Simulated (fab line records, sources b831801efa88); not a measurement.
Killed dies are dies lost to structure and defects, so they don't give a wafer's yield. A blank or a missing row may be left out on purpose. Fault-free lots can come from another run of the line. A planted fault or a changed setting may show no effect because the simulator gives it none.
Chamber matching	flow sky130	cmp-02 running SKY_VIA2_CMP_02: 4 sister chambers
The step polishes SiO2. 4 wafers are shown with their chamber, then 12 later ones without.

== WAFERS, EACH WITH ITS CHAMBER ==
wafer	chamber	motor current A (A)
L082.6	3	12.1
L087.6	2	11.1
L090.1	1	15.5
L090.6	0	11.2

== WAFERS MISSING THEIR CHAMBER ==
wafer	motor current A (A)
L091.1	14.9
L091.5	11.3
L091.6	11.8
L093.3	10.8
L093.4	11.8
L093.6	11.2
L094.2	11.3
L094.3	12.0
L094.5	11.8
L097.1	11.6
L097.2	12.3
L097.4	11.2

== EACH ONE'S CHAMBER ==
wafer	from the rows above	in truth
L091.1	1	1
L091.5	can't be placed: 0 or 2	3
L091.6	can't be placed: 3 or 0 or 2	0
L093.3	can't be placed: 2 or 0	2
L093.4	can't be placed: 3 or 0 or 2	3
L093.6	can't be placed: 0 or 2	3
L094.2	can't be placed: 0 or 2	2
L094.3	3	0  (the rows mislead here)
L094.5	can't be placed: 3 or 0 or 2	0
L097.1	can't be placed: 0 or 2 or 3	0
L097.2	3	3
L097.4	can't be placed: 0 or 2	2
Correctly placed: 2 of 12. From these rows, 9 cannot be placed; in 7 the true chamber is one of the candidates. 1 placed wrongly.
How it was worked out, from the rows above alone: a wafer's distance from a chamber is the root of the sum, over the readings, of the square of ((its reading less the chamber's mean) divided by the reading's scatter). The wafer belongs to the nearest chamber; if the next one is less than 2 further off, it can't be placed. The mean given for a chamber averages the wafers shown for that chamber. The scatter: root of mean squared gap, hidden wafer to nearest shown wafer, with one shown wafer a chamber.
